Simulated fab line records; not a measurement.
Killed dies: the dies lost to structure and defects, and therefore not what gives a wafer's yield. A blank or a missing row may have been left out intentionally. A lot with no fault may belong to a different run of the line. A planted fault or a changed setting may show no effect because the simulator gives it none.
Comparing a struck lot with a sound one -- flow sky130 -- 44 out of 708 route steps
Sound: these wafers, L737.1, L737.2, L737.3. Struck: wafers L729.2, L729.3, L729.4. The cause is given at the end.
Order at every step that has rows: each side's tool, ch and its chambers, its first start. Under that, the readings that differ: sound wafers -- struck wafers -- difference of the means -- sigmas: that difference in standard deviations of wafers without a fault.
alike: words and numbers the same on both sides, and readings whose means are apart by under 2 such deviations; not compared: readings that were withheld, readings missing a value for some wafer, numbers with overlapping values and no deviation given by the record, and bounds like >300 which may hide the same value.
Wherever a step has rows on one side only, a row that says differs or no value, or a row with sigmas, the two part there. Numbers that have no deviation but don't overlap get no sigmas and don't part them. Lack of a reading on every wafer of one side parts them only where that side has two or more wafers.

first, 1 step without rows for these wafers: SKY_SONOS_TUNNEL_DEVELOP_06 (develop time 60 s).
SKY_SONOS_TUNNEL_CD_MEAS_07: the cd target is 410 nm.
  sound on cd sem-01, day 17 12:53; struck on cd sem-02, day 14 07:56
  alike: cd nm
SKY_SONOS_TUNNEL_OVL_MEAS_08:
  sound on overlay-02, day 17 13:01; struck on overlay-01, day 14 08:03
  alike: SONOS_TUNNEL_OVL
then, 3 steps without rows for these wafers: SKY_SONOS_TUNNEL_IMPLANT_09; SKY_SONOS_TUNNEL_WET_ETCH_10 (etches SiO2 in dHF, target depth 14 nm, time 280 s); SKY_SONOS_TUNNEL_STRIP_11 (strips in SPM, time 600 s).
SKY_SONOS_TUNNEL_TW_MEAS_12:
  sound on film metro-01, day 17 13:28; struck on film metro-01, day 14 08:43
  alike: SONOS_TUNNEL_TW
then, 2 steps without rows for these wafers: SKY_SONOS_TUNNEL_CLEAN_13 (cleans in dHF, time 20 s); SKY_SONOS_ONO_OXIDATION_00 (stabilise 600 s, purge 300 s, target thk 2.6 nm).
SKY_SONOS_ONO_THK_MEAS_01:
  sound on film metro-03, day 17 16:56; struck on film metro-01, day 14 10:59
  alike: SONOS_ONO_OXIDATION_THK
then, 1 step without rows for these wafers: SKY_SONOS_ONO_CVD_02 (deposits Si3N4 from DCS/NH3, target thk 10.5 nm, time 180 s).
SKY_SONOS_ONO_THK_MEAS_03:
  sound on film metro-04, day 17 18:10; struck on film metro-01, day 14 14:29
  alike: SONOS_ONO_CVD_02_THK
SKY_SONOS_ONO_CVD_04: deposits SiO2 from SiH4/N2O, target thk 5.7199 nm.
  sound on lpcvd-03 ch 0, day 17 18:14; struck on lpcvd-03 ch 0, day 14 14:32
reading,sound,struck,difference,sigmas
spike tc centre C (C),897.8 898.5 896.9,911.8 912.1 913.7,+14.8,+11
zone power centre pct (%),19.45 19.06 19.47,24.75 24.35 24.51,+5.21,+27
zone power upper pct (%),18.1 18.4 17.8,15.7 15.5 15.4,-2.6,-4
model.SiO2_of_SONOS_ONO_CVD_04.thk nm (nm),5.519 5.533 5.615,6.018 5.985 5.853,+0.396,
  alike: spike tc bottom C, spike tc lower C
SKY_SONOS_ONO_THK_MEAS_05:
  sound on film metro-01, day 17 19:29; struck on film metro-01, day 14 15:48
reading,sound,struck,difference,sigmas
SONOS_ONO_CVD_04_THK (nm),5.56 5.55 5.57,5.99 5.99 5.81,+0.37,+4
then, 7 steps without rows for these wafers: SKY_SONOS_ONO_DEHYDRATE_06 (time 60 s); SKY_SONOS_ONO_HMDS_07 (prime time 60 s); SKY_SONOS_ONO_COAT_08 (resist thk 1140 nm); SKY_SONOS_ONO_SOFTBAKE_09 (time 60 s); SKY_SONOS_ONO_EXPOSE_10 (exposes mask ONOM, target cd 410 nm); SKY_SONOS_ONO_PEB_11; SKY_SONOS_ONO_DEVELOP_12 (develop time 60 s).
SKY_SONOS_ONO_CD_MEAS_13: the cd target is 410 nm.
  sound on cd sem-02, day 19 01:47; struck on cd sem-02, day 15 18:43
  alike: cd nm
SKY_SONOS_ONO_OVL_MEAS_14:
  sound on overlay-01, day 19 01:55; struck on overlay-01, day 15 18:49
  alike: SONOS_ONO_OVL
SKY_SONOS_ONO_ETCH_15: etches the open film in CHF3/O2, target depth 19.52 nm, time 7.8 s.
  sound on rie diel-03 ch 0,1,2, day 19 01:56; struck on rie diel-03 ch 0,1,2, day 15 18:51
  alike: chf3 flow sccm, drypump motor current A, oes product au, throttle valve pct
  not compared: rf hours counter h
then, 1 step without rows for these wafers: SKY_SONOS_ONO_WET_ETCH_16 (etches SiO2 in dHF, target depth 14 nm, time 280 s).
SKY_SONOS_ONO_STRIP_17: strips in O2/N2.
  sound on plasma asher-04 ch 0,1, day 19 02:04; struck on plasma asher-04 ch 0,1, day 15 18:57
  alike: drypump motor current A, oes product au, strip time to endpoint s
  not compared: rf hours counter h
then, 3 steps without rows for these wafers: SKY_SONOS_ONO_WET_ETCH_18 (etches Si3N4 in H3PO4, target depth 15 nm, time 172 s); SKY_GATE_OXIDE_CLEAN_00 (cleans in SC1/SC2, time 150 s); SKY_GATE_OXIDE_OXIDATION_01 (stabilise 600 s, purge 300 s, target thk 10.268 nm).
SKY_GATE_OXIDE_THK_MEAS_02:
  sound on film metro-03, day 19 05:04; struck on film metro-04, day 15 21:19
  alike: GATE_OXIDE_OXIDATION_00_THK
then, 7 steps without rows for these wafers: SKY_GATE_OXIDE_DEHYDRATE_03 (time 60 s); SKY_GATE_OXIDE_HMDS_04 (prime time 60 s); SKY_GATE_OXIDE_COAT_05 (resist thk 1140 nm); SKY_GATE_OXIDE_SOFTBAKE_06 (time 60 s); SKY_GATE_OXIDE_EXPOSE_07 (exposes mask LVOM, target cd 600 nm); SKY_GATE_OXIDE_PEB_08; SKY_GATE_OXIDE_DEVELOP_09 (develop time 60 s).
SKY_GATE_OXIDE_OVL_MEAS_10:
  sound on overlay-01, day 20 12:17; struck on overlay-01, day 17 01:29
  alike: GATE_OXIDE_OVL
then, 2 steps without rows for these wafers: SKY_GATE_OXIDE_IMPLANT_11; SKY_GATE_OXIDE_WET_ETCH_12 (etches SiO2 in dHF, target depth 16.8 nm, time 336 s).
SKY_GATE_OXIDE_STRIP_13: strips in O2/N2.
  sound on plasma asher-04 ch 0,1, day 20 12:34; struck on plasma asher-03 ch 0,1, day 17 01:46
reading,sound,struck,difference,sigmas
drypump motor current A (A),5.4 5.0 5.4,6.4 6.1 6.4,+1.0,+2
  alike: oes product au, strip time to endpoint s
  not compared: rf hours counter h
SKY_GATE_OXIDE_TW_MEAS_14:
  sound on film metro-03, day 20 12:40; struck on film metro-02, day 17 01:52
  alike: GATE_OXIDE_TW
SKY_GATE_OXIDE_CLEAN_15: cleans in SC1/SC2, time 150 s.
  sound on wet bench-03 ch 1, day 20 12:44; struck on wet bench-02 ch 1, day 17 01:55
reading,sound,struck,difference,sigmas
model.SiO2_of_SONOS_ONO_CVD_04.thk nm (nm),4.016 4.029 4.107,4.497 4.468 4.331,+0.381,
  alike: bath guard temp C
-- record jumps: 31 days separate the struck wafers' starts on either side; left off in module GATE_OXIDE, taken up again in module PAD_OPEN, whose first shown step is the route's number 708 --
SKY_PAD_OPEN_PROBE_99:
  sound on prober-01, day 50 02:36; struck on prober-02, day 48 04:08
reading,sound,struck,difference,sigmas
model.etest.cap ono.gate log10 a cm2,-7.712 -7.668 -7.756,-8.309 -8.32 -8.044,-0.512,
model.etest.cap ono.tox acc nm (nm),12.68 12.68 12.81,13.15 13.18 12.99,+0.38,
model.etest.sonos programmed.vt v (V),1.544 1.55 1.48,1.325 1.322 1.402,-0.175,
model.etest.sonos erased.vt v (V),-2.389 -2.391 -2.309,-2.143 -2.094 -2.243,+0.203,
model.etest.sonos baked.vt v (V),0.9619 1.01 0.9629,0.8154 0.8741 0.9138,-0.1105,
  alike: killed_at_M0_to_M3, killed_at_M4_up, killed at contacts, killed at front end, killed at other, killed dies, killed open, killed short

== WHERE THEY PART ==
First at SKY_SONOS_ONO_CVD_04; last, within this record, at SKY_GATE_OXIDE_STRIP_13. Later steps at which nothing parts them and some readings are alike: SKY_GATE_OXIDE_TW_MEAS_14, SKY_GATE_OXIDE_CLEAN_15, SKY_PAD_OPEN_PROBE_99.

WHY: what had been put in by the simulator
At SKY_SONOS_ONO_CVD_04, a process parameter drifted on lpcvd-03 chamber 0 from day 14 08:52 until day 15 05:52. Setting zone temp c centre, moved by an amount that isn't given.
